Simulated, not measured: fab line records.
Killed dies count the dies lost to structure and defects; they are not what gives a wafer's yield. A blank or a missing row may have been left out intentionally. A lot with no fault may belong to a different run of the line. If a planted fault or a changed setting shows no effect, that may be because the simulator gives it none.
fab line records	flow sky130
record: lots: 11	wafers: 33	lastDay: 50
route steps=708 shown METAL2@501 METAL3@533 CAPM@537 PAD_OPEN@708
lots with no fault: from the same line, run without faults
startH: hours from the record's opening day to when the first of the lot's shown wafers began	waitH: how many hours have passed since the lot's step before this one	" identical to the entry in the row above	L1.1+2: a row that stands for several wafers	- no value, or no start was given	* or withheld: withheld	< > ~ a bound
route shown NAME@n: NAME is a module with steps in the file, n the number in the route of the first one	usual: average and standard deviation across the fault-free wafers	same: alike in all rows	chamber/n: place in a boat	sites: readings site by site	_std_site: the values' standard deviation	_edge_site: the outer-site mean with the inner-site mean subtracted	radiusMm: for every site, how far away it sits from the centre of the wafer	mask NAME#n: copy n	behind: the tool/chamber that last shaped the wafer	hold: what put the lot on hold/how long, in hours/how the hold closed	device: transistor that didn't switch, given as n, p or np	end of line: the same wafers' tests at the end of the route	for a step that has no rows: nothing shown but its recipe	killed: dies that structure and defects cost at the first sort, which is not the same as the wafer's yield	map: the dies of a wafer, with x for killed, . for not killed, _ for no die there
set.NAME: the setting that was run; set.NAME@STEP: the one run at that earlier step	model.NAME: the simulator's own value behind a step, which no gauge read
steps of the route over a sample of lots; a table a step, a row a wafer
services: from which hour (startH, from the record's first day; less than 0 if before it) a tool's chamber was out of use, for how many hours, and why
== steps ==
step: SKY_METAL2_ETCH_18
recipe: chemistry: N2/H2	target: BARC	ionEnergyEv: 200	biasW: 100	pressureMtorr: 30	n2FlowSccm: 100	h2FlowSccm: 200	icpW: 500	stopOn: SiO2	timeS: 45.9	targetDepthA: 600
usual: drypumpMotorCurrentA: 5.9/0.56	h2FlowSccm: 200.0/0.59	oesProductAu: 0.861/0.0049	throttleValvePct: 13.225/0.0094
same: timeS: 45.9
lot.wafer	tool	chamber	startH	waitH	drypumpMotorCurrentA	h2FlowSccm	oesProductAu	rfHoursCounterH	throttleValvePct
L879.1	rieMetal-03	0	848.14	0.0	5.9	200.1	0.859	6	13.235
L879.2	"	1	"	"	6.0	200.2	0.857	12	13.234
L879.5	"	0	"	"	5.9	199.1	0.858	-	13.235
L880.1	rieMetal-04	1	856.06	0.0	6.5	200.7	0.864	3	13.236
L880.2	"	0	"	"	5.0	200.1	0.869	9	13.229
L880.3	"	1	"	"	6.5	201.4	0.872	-	13.239
L881.1	rieMetal-04	1	878.70	0.0	6.5	199.9	0.855	3	13.238
L881.2	"	0	"	"	5.0	199.6	0.856	10	13.216
L881.6	"	0	"	"	5.0	199.8	0.857	-	13.224
L884.1	rieMetal-02	1	885.39	0.1	5.9	199.6	0.859	6	13.213
L884.2	"	1	"	"	5.9	199.5	0.859	-	13.235
L884.3	"	1	"	"	5.9	200.2	0.868	-	13.206
L885.1	rieMetal-02	1	902.14	0.1	5.9	200.2	0.867	7	13.231
L885.3	"	1	"	"	5.9	200.5	0.861	-	13.216
L885.6	"	1	"	"	5.9	199.1	0.863	-	13.232
L886.2	rieMetal-04	0	904.85	0.0	5.0	200.5	0.870	11	13.208
L886.5	"	1	"	"	6.5	200.7	0.861	-	13.219
L886.6	"	0	"	"	5.0	199.5	0.859	-	13.222
L889.1	rieMetal-02	1	929.24	0.0	5.9	200.2	0.864	9	13.207
L889.3	"	1	"	"	5.9	200.3	0.856	-	13.233
L889.4	"	0	"	"	6.3	200.4	0.849	-	13.235
L888.2	rieMetal-02	0	931.44	0.0	6.2	199.6	0.868	1	13.218
L888.4	"	1	"	"	5.9	199.8	0.857	-	13.205
L888.5	"	0	"	"	6.2	200.1	0.857	-	13.230
L890.2	rieMetal-04	0	936.03	0.0	5.0	199.3	0.864	12	13.226
L890.3	"	1	"	"	6.5	200.7	0.867	-	13.219
L890.6	"	1	"	"	6.6	197.7	0.859	-	13.205
L891.1	rieMetal-02	0	954.26	0.0	6.2	200.6	0.857	2	13.219
L891.2	"	1	"	"	5.9	201.0	0.858	10	13.215
L891.5	"	0	"	"	6.2	200.3	0.865	-	13.229
L899.1	rieMetal-03	1	985.81	0.0	6.0	200.3	0.843	18	13.233
L899.2	"	0	"	"	5.8	199.5	0.859	12	13.227
L899.5	"	0	"	"	5.9	198.8	0.864	-	13.211
step: SKY_METAL3_SPUTTER_01
recipe: material: TiN	targetThkNm: 20	powerW: 6500	timeS: 16.7	chamberPressurePa: 0.4
usual: throttleValvePct: 29.6/1.2
same: timeS: 16.7
lot.wafer	tool	chamber	startH	waitH	throttleValvePct
L879.1	pvdSputter-03	-	876.74	0.0	30.2
L879.2	"	-	"	"	29.8
L879.5	"	-	"	"	30.3
L880.1	pvdSputter-03	-	885.69	0.0	28.2
L880.2	"	-	"	"	30.2
L880.3	"	-	"	"	29.5
L881.1	pvdSputter-01	-	907.34	0.0	31.3
L881.2	"	-	"	"	29.2
L881.6	"	-	"	"	31.6
L884.1	pvdSputter-03	-	916.46	0.0	29.4
L884.2	"	-	"	"	28.6
L884.3	"	-	"	"	30.1
L885.1	pvdSputter-01	-	929.91	0.0	31.4
L885.3	"	-	"	"	29.3
L885.6	"	-	"	"	31.2
L886.2	pvdSputter-01	-	932.14	0.0	31.3
L886.5	"	-	"	"	29.3
L886.6	"	-	"	"	28.7
L889.1	pvdSputter-01	-	957.07	0.0	31.2
L889.3	"	-	"	"	28.4
L889.4	"	-	"	"	31.4
L888.2	pvdSputter-03	-	958.93	0.0	27.9
L888.4	"	-	"	"	29.7
L888.5	"	-	"	"	28.4
L890.2	pvdSputter-01	-	963.21	0.0	31.3
L890.3	"	-	"	"	28.7
L890.6	"	-	"	"	29.1
L891.1	pvdSputter-02	-	981.48	0.0	28.8
L891.2	"	-	"	"	30.2
L891.5	"	-	"	"	30.2
L899.1	pvdSputter-02	-	1011.87	0.0	28.7
L899.2	"	-	"	"	30.3
L899.5	"	-	"	"	30.4
step: SKY_CAPM_CVD_00
recipe: material: SiO2	targetThkNm: 15.5	tempC: 400	timeS: withheld	rfW: 450
usual: heaterPowerOuterW: 390/79	heaterPowerW: 683/110
lot.wafer	tool	chamber	startH	waitH	heaterPowerOuterW	heaterPowerW
L879.1	pecvd-04	2	876.87	0.0	494	836
L879.2	"	0	"	"	441	833
L879.5	"	0	"	"	457	818
L880.1	pecvd-03	1	885.82	0.0	354	628
L880.2	"	2	"	"	352	639
L880.3	"	0	"	"	272	524
L881.1	pecvd-04	1	907.48	0.0	503	825
L881.2	"	2	"	"	497	832
L881.6	"	2	"	"	507	815
L884.1	pecvd-03	2	916.59	0.0	300	561
L884.2	"	0	"	"	307	587
L884.3	"	1	"	"	399	692
L885.1	pecvd-04	0	930.04	0.0	505	912
L885.3	"	1	"	"	432	707
L885.6	"	0	"	"	507	905
L886.2	pecvd-03	0	932.27	0.0	284	544
L886.5	"	1	"	"	410	716
L886.6	"	2	"	"	334	618
L889.1	pecvd-04	1	957.20	0.0	412	672
L889.3	"	0	"	"	478	846
L889.4	"	0	"	"	466	868
L888.2	pecvd-03	1	959.07	0.0	364	630
L888.4	"	1	"	"	356	628
L888.5	"	0	"	"	338	608
L890.2	pecvd-03	1	963.34	0.0	409	691
L890.3	"	0	"	"	360	649
L890.6	"	1	"	"	407	701
L891.1	pecvd-04	1	981.61	0.0	517	826
L891.2	"	0	"	"	428	813
L891.5	"	0	"	"	437	808
L899.1	pecvd-03	0	1012.00	0.0	325	576
L899.2	"	1	"	"	369	623
L899.5	"	0	"	"	320	606
step: SKY_CAPM_THK_MEAS_01
recipe: reads: SiO2_of_CAPM_CVD_00
usual: CAPM_CVD_00_THK: 15.53/0.29
lot.wafer	tool	chamber	startH	waitH	CAPM_CVD_00_THK[nm]
L879.1	filmMetro-03	-	876.90	-	15.20
L879.2	"	-	"	"	15.59
L879.5	"	-	"	"	15.84
L880.1	filmMetro-01	-	885.84	-	15.75
L880.2	"	-	"	"	15.76
L880.3	"	-	"	"	15.77
L881.1	filmMetro-04	-	907.51	-	15.05
L881.2	"	-	"	"	14.92
L881.6	"	-	"	"	15.23
L884.1	filmMetro-01	-	916.61	-	15.91
L884.2	"	-	"	"	15.70
L884.3	"	-	"	"	15.46
L885.1	filmMetro-03	-	930.06	-	15.21
L885.3	"	-	"	"	15.09
L885.6	"	-	"	"	15.24
L886.2	filmMetro-04	-	932.30	-	15.45
L886.5	"	-	"	"	15.81
L886.6	"	-	"	"	15.98
L889.1	filmMetro-01	-	957.23	-	15.21
L889.3	"	-	"	"	8.79
L889.4	"	-	"	"	8.61
L888.2	filmMetro-04	-	959.10	-	15.70
L888.4	"	-	"	"	15.89
L888.5	"	-	"	"	15.91
L890.2	filmMetro-03	-	963.37	-	15.29
L890.3	"	-	"	"	15.61
L890.6	"	-	"	"	15.74
L891.1	filmMetro-03	-	981.63	-	15.41
L891.2	"	-	"	"	8.56
L891.5	"	-	"	"	8.83
L899.1	filmMetro-03	-	1012.03	-	15.41
L899.2	"	-	"	"	15.55
L899.5	"	-	"	"	15.71
step: SKY_CAPM_STRIP_14
recipe: chemistry: O2/N2	powerW: 1400	pressureMtorr: 1500	platenTempC: withheld	o2FlowSccm: 3000	n2FlowSccm: 300	overashFraction: 0.5
usual: drypumpMotorCurrentA: 5.6/0.34	oesProductAu: 0.711/0.0047	stripTimeToEndpointS: 12.68/0.058
lot.wafer	tool	chamber	startH	waitH	drypumpMotorCurrentA	oesProductAu	rfHoursCounterH	stripTimeToEndpointS
L879.1	plasmaAsher-01	1	902.82	0.1	5.4	0.711	78	12.69
L879.2	"	0	"	"	4.9	0.711	78	12.65
L879.5	"	0	"	"	4.9	0.711	-	12.69
L880.1	plasmaAsher-01	0	911.43	0.1	4.9	0.706	80	12.74
L880.2	"	1	"	"	5.4	0.714	80	12.75
L880.3	"	0	"	"	4.9	0.709	-	12.70
L881.1	plasmaAsher-01	1	932.53	0.1	5.4	0.712	81	12.63
L881.2	"	0	"	"	4.9	0.705	81	12.64
L881.6	"	0	"	"	4.9	0.708	-	12.63
L884.1	plasmaAsher-02	0	940.77	0.1	5.9	0.713	50	12.71
L884.2	"	1	"	"	5.8	0.718	50	12.70
L884.3	"	1	"	"	5.8	0.713	-	12.71
L885.1	plasmaAsher-02	0	954.03	0.1	5.8	0.713	51	12.67
L885.3	"	1	"	"	5.8	0.713	-	12.69
L885.6	"	1	"	"	5.8	0.718	-	12.71
L886.2	plasmaAsher-02	1	957.02	0.1	5.8	0.701	52	12.72
L886.5	"	1	"	"	5.8	0.711	-	12.69
L886.6	"	0	"	"	5.8	0.713	-	12.74
L889.1	plasmaAsher-01	0	981.67	0.1	5.0	0.718	87	12.74
L889.3	"	1	"	"	5.4	0.710	-	12.70
L889.4	"	0	"	"	5.0	0.706	-	12.70
L888.2	plasmaAsher-01	0	983.17	0.1	4.9	0.705	87	12.62
L888.4	"	1	"	"	5.4	0.710	-	12.61
L888.5	"	0	"	"	5.0	0.725	-	12.63
L890.2	plasmaAsher-04	0	986.72	0.1	6.0	0.715	23	12.74
L890.3	"	0	"	"	6.0	0.710	-	12.73
L890.6	"	0	"	"	6.0	0.710	-	12.78
L891.1	plasmaAsher-02	1	1004.63	0.1	5.8	0.715	56	12.57
L891.2	"	0	"	"	5.8	0.713	56	12.60
L891.5	"	0	"	"	5.8	0.714	-	12.55
L899.1	plasmaAsher-02	0	1034.72	0.1	5.8	0.707	59	12.63
L899.2	"	1	"	"	5.8	0.707	59	12.56
L899.5	"	0	"	"	5.8	0.712	-	12.56
step: SKY_METAL3_ETCH_17
recipe: target: SiO2	stopOn: TiN	chemistry: C4F8/O2/Ar	sourceW: 1500	biasW: 1200	pressureMtorr: 40	c4f8FlowSccm: withheld	O2_flow_sccm: 6	Ar_flow_sccm: 300	timeS: 3.9	targetDepthA: 150
usual: oesProductAu: 0.755/0.008
same: timeS: 3.9
lot.wafer	tool	chamber	startH	waitH	oesProductAu	rfHoursCounterH
L879.1	rieDiel-03	3	927.86	0.1	0.746	14
L879.2	"	0	"	"	0.753	13
L879.5	"	1	"	"	0.757	-
L880.1	rieDiel-02	0	936.80	0.1	0.762	15
L880.2	"	2	"	"	0.756	1
L880.3	"	3	"	"	0.762	22
L881.1	rieDiel-04	1	957.30	0.1	0.750	6
L881.2	"	3	"	"	0.742	18
L881.6	"	3	"	"	0.749	-
L884.1	rieDiel-02	3	965.60	0.1	0.771	23
L884.2	"	1	"	"	0.753	4
L884.3	"	0	"	"	0.756	16
L885.1	rieDiel-03	1	978.30	0.1	0.745	13
L885.3	"	0	"	"	0.742	15
L885.6	"	3	"	"	0.756	-
L886.2	rieDiel-02	2	981.90	0.1	0.752	2
L886.5	"	1	"	"	0.754	-
L886.6	"	0	"	"	0.775	-
L889.1	rieDiel-02	1	1005.46	0.1	0.749	4
L889.3	"	0	"	"	0.592	17
L889.4	"	2	"	"	0.586	3
L888.2	rieDiel-03	3	1007.46	0.1	0.767	17
L888.4	"	0	"	"	0.760	16
L888.5	"	3	"	"	0.772	-
L890.2	rieDiel-03	0	1010.45	0.1	0.748	16
L890.3	"	2	"	"	0.753	10
L890.6	"	2	"	"	0.760	-
L891.1	rieDiel-03	0	1028.58	0.2	0.751	16
L891.2	"	3	"	"	0.589	17
L891.5	"	2	"	"	0.594	-
L899.1	rieDiel-03	0	1057.34	0.2	0.748	17
L899.2	"	3	"	"	0.753	18
L899.5	"	2	"	"	0.757	-
step: SKY_PAD_OPEN_PROBE_99
usual: defectLimitedYield: 82.4/1.9	killed_at_M0_to_M3: 44/6.5	killed_at_M4_up: 3.0/1.5	killedAtContacts: 25/5.1	killedAtFrontEnd: 14/4.1	killedAtOther: 0.3/0.57	killedDies: 87/9.5	killedOpen: 48/6.8	killedShort: 39/6.2
same: grossDies: 492	killedAtBackSide: 0
lot.wafer	tool	chamber	startH	waitH	defectLimitedYield[%]	killed_at_M0_to_M3	killed_at_M4_up	killedAtContacts	killedAtFrontEnd	killedAtOther	killedDies	killedOpen	killedShort
L879.1	prober-02	-	1094.33	0.1	81.1	41	2	37	13	0	93	46	47
L879.2	prober-02	-	1094.38	0.1	81.7	44	2	23	21	0	90	53	37
L879.5	prober-02	-	1094.53	0.2	80.5	61	3	18	13	1	96	47	49
L886.2	prober-02	-	1142.29	0.1	80.3	51	7	29	9	1	97	56	41
L886.5	prober-02	-	1142.44	0.2	85.2	33	0	22	18	0	73	38	35
L886.6	prober-02	-	1142.49	0.2	83.9	48	3	13	15	0	79	40	39
L889.1	prober-02	-	1159.24	0.1	81.5	48	3	24	16	0	91	44	47
L889.3	prober-02	-	1159.34	0.2	84.1	42	1	21	14	0	78	45	33
L889.4	prober-02	-	1159.39	0.2	79.7	52	3	32	13	0	100	65	35
L890.2	prober-02	-	1164.81	0.1	81.7	46	1	28	15	0	90	58	32
L890.3	prober-02	-	1164.86	0.2	81.3	45	4	26	16	1	92	46	46
L890.6	prober-02	-	1165.01	0.2	78.9	57	6	20	21	0	104	54	50
L891.1	prober-02	-	1178.88	0.1	80.9	46	3	25	19	1	94	46	48
L891.2	prober-02	-	1178.93	0.1	81.5	50	1	25	14	1	91	58	33
L891.5	prober-02	-	1179.08	0.2	79.3	48	3	25	25	1	102	56	45
L899.1	prober-01	-	1200.10	0.1	81.1	44	2	28	19	0	93	49	44
L899.2	prober-01	-	1200.15	0.1	82.5	41	2	26	17	0	86	49	37
L899.5	prober-01	-	1200.30	0.2	85.0	39	4	20	11	0	74	40	34
killed by level:class
L879.1 CONTACT:geometricParticle:open=14 VIA1:geometricParticle:open=10 LOCAL_INTERCONNECT:geometricParticle:short=9 METAL2:geometricParticle:short=9 VIA3:geometricParticle:open=7 LI_CONTACT:geometricParticle:open=6 CONTACT:geometricParticle:short=6 METAL1:geometricParticle:short=6
L879.2 POLY_GATE:geometricParticle:open=9 METAL2:geometricParticle:short=9 VIA3:geometricParticle:open=8 CONTACT:geometricParticle:open=7 VIA1:geometricParticle:open=6 LI_CONTACT:geometricParticle:open=5 CONTACT:geometricParticle:short=5 VIA2:geometricParticle:open=5
L879.5 VIA1:geometricParticle:open=10 VIA2:geometricParticle:open=10 METAL1:geometricParticle:short=9 VIA3:geometricParticle:open=8 METAL2:geometricParticle:short=6 POLY_GATE:geometricParticle:short=5 VIA3:geometricParticle:short=5 POLY_GATE:geometricParticle:open=4
L886.2 CONTACT:geometricParticle:open=11 VIA1:geometricParticle:open=11 LI_CONTACT:geometricParticle:open=9 METAL2:geometricParticle:short=6 VIA3:geometricParticle:open=6 VIA1:geometricParticle:short=5 METAL3:geometricParticle:short=5 LI_CONTACT:geometricParticle:short=4
L886.5 LI_CONTACT:geometricParticle:open=9 METAL2:geometricParticle:short=7 FIELD_ISO:geometricParticle:open=6 POLY_GATE:geometricParticle:short=5 CONTACT:geometricParticle:open=5 VIA1:geometricParticle:short=5 VIA1:geometricParticle:open=5 VIA3:geometricParticle:open=5
L886.6 METAL2:geometricParticle:short=11 VIA3:geometricParticle:open=10 VIA2:geometricParticle:open=8 VIA1:geometricParticle:open=5 SPACER:geometricParticle:open=4 CONTACT:geometricParticle:open=4 METAL1:geometricParticle:short=4 FIELD_ISO:geometricParticle:short=3
L889.1 VIA3:geometricParticle:open=9 CONTACT:geometricParticle:open=9 VIA1:geometricParticle:open=7 METAL2:geometricParticle:short=7 VIA2:geometricParticle:open=6 LI_CONTACT:geometricParticle:open=5 LOCAL_INTERCONNECT:geometricParticle:short=5 VIA3:geometricParticle:short=5
L889.3 CONTACT:geometricParticle:open=12 VIA1:geometricParticle:open=10 METAL2:geometricParticle:short=8 VIA2:geometricParticle:open=6 METAL1:geometricParticle:short=6 POLY_GATE:geometricParticle:open=4 LI_CONTACT:geometricParticle:open=4 VIA1:geometricParticle:short=3
L889.4 VIA1:geometricParticle:open=16 CONTACT:geometricParticle:open=12 VIA3:geometricParticle:open=11 LI_CONTACT:geometricParticle:open=8 VIA2:geometricParticle:open=6 VIA1:geometricParticle:short=5 FIELD_ISO:geometricParticle:open=4 LI_CONTACT:geometricParticle:short=4
L890.2 VIA3:geometricParticle:open=11 CONTACT:geometricParticle:open=11 VIA2:geometricParticle:open=9 POLY_GATE:geometricParticle:open=7 VIA1:geometricParticle:open=7 CONTACT:geometricParticle:short=5 METAL2:geometricParticle:short=5 LI_CONTACT:geometricParticle:short=4
L890.3 VIA1:geometricParticle:open=11 CONTACT:geometricParticle:open=10 LOCAL_INTERCONNECT:geometricParticle:short=8 VIA3:geometricParticle:open=7 VIA2:geometricParticle:open=6 FIELD_ISO:geometricParticle:short=5 METAL1:geometricParticle:short=5 CONTACT:geometricParticle:short=5
L890.6 VIA1:geometricParticle:open=12 CONTACT:geometricParticle:open=9 VIA1:geometricParticle:short=9 VIA2:geometricParticle:open=8 FIELD_ISO:geometricParticle:open=7 CONTACT:geometricParticle:short=7 FIELD_ISO:geometricParticle:short=6 METAL1:geometricParticle:short=6
L891.1 VIA1:geometricParticle:open=11 METAL1:geometricParticle:short=10 CONTACT:geometricParticle:open=9 LI_CONTACT:geometricParticle:open=6 CONTACT:geometricParticle:short=6 VIA3:geometricParticle:open=6 FIELD_ISO:geometricParticle:open=5 FIELD_ISO:geometricParticle:short=5
L891.2 VIA1:geometricParticle:open=15 VIA2:geometricParticle:open=11 LI_CONTACT:geometricParticle:open=10 FIELD_ISO:geometricParticle:open=6 METAL2:geometricParticle:short=5 CONTACT:geometricParticle:open=5 VIA3:geometricParticle:open=4 CONTACT:geometricParticle:short=4
L891.5 VIA1:geometricParticle:open=16 CONTACT:geometricParticle:open=8 FIELD_ISO:geometricParticle:open=7 LI_CONTACT:geometricParticle:open=7 VIA2:geometricParticle:open=7 FIELD_ISO:geometricParticle:short=6 METAL2:geometricParticle:short=6 POLY_GATE:geometricParticle:short=6
L899.1 VIA1:geometricParticle:open=12 CONTACT:geometricParticle:open=11 VIA3:geometricParticle:open=10 LI_CONTACT:geometricParticle:open=9 FIELD_ISO:geometricParticle:short=6 POLY_GATE:geometricParticle:short=6 METAL1:geometricParticle:short=6 VIA1:geometricParticle:short=5
L899.2 VIA1:geometricParticle:open=14 LI_CONTACT:geometricParticle:open=10 CONTACT:geometricParticle:open=8 FIELD_ISO:geometricParticle:short=7 CONTACT:geometricParticle:short=5 METAL2:geometricParticle:short=5 VIA3:geometricParticle:open=5 VIA1:geometricParticle:short=4
L899.5 VIA1:geometricParticle:open=15 VIA1:geometricParticle:short=6 CONTACT:geometricParticle:open=5 LI_CONTACT:geometricParticle:open=4 LOCAL_INTERCONNECT:geometricParticle:short=4 CONTACT:geometricParticle:short=4 METAL1:geometricParticle:short=4 VIA3:geometricParticle:open=4
== services ==
tool	chamber	startH	hours	kind
rieMetal-02	1	827.87	8.8	repair
pecvd-04	-	828.62	0.7	repair
pecvd-04	-	845.96	5.5	pm
pecvd-04	2	853.74	16.6	repair
rieDiel-03	0	865.09	4.3	repair
rieDiel-03	2	869.54	1.7	repair
rieDiel-03	-	869.75	2.8	pm
pvdSputter-02	-	873.42	7.8	repair
pvdSputter-01	-	878.72	3.2	repair
rieDiel-02	3	879.52	4.5	repair
pvdSputter-03	-	892.38	5.4	repair
pecvd-04	0	902.01	10.6	repair
pvdSputter-01	-	916.74	4.8	repair
plasmaAsher-02	-	917.19	4.8	repair
pvdSputter-03	-	928.37	8.4	repair
rieMetal-02	-	936.99	10.0	pm
plasmaAsher-01	-	958.07	1.1	repair
pecvd-03	2	990.54	18.5	repair
pecvd-03	0	993.78	15.8	repair
pecvd-04	-	1031.10	41.9	repair
rieMetal-04	-	1033.76	0.1	repair
rieDiel-03	1	1034.36	6.4	repair
rieMetal-02	0	1052.77	5.5	repair
plasmaAsher-02	-	1053.56	4.3	pm
== key ==
firstSign: step: SKY_CAPM_THK_MEAS_01	reading: CAPM_CVD_00_THK	direction: down	sigmas: 24	usual: 15.53	struck: 8.70
effect: step: SKY_METAL3_ETCH_17	reading: oesProductAu	direction: down	sigmas: 21	usual: 0.755	struck: 0.590
metAt SKY_CAPM_CVD_00
struckLots L889,L891
struckWafers L889.3,L889.4,L891.2,L891.5
notActingAt SKY_METAL2_ETCH_18,SKY_METAL3_SPUTTER_01,SKY_CAPM_STRIP_14
onsetBetween 930.04 957.20
fault: kind: processParameterDrift	tool: pecvd-04	chamber: 0	onsetH: 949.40	steps: SKY_CAPM_CVD_00	channel: timeS	offset: withheld	shape: step	endH: 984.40	actsIn: *
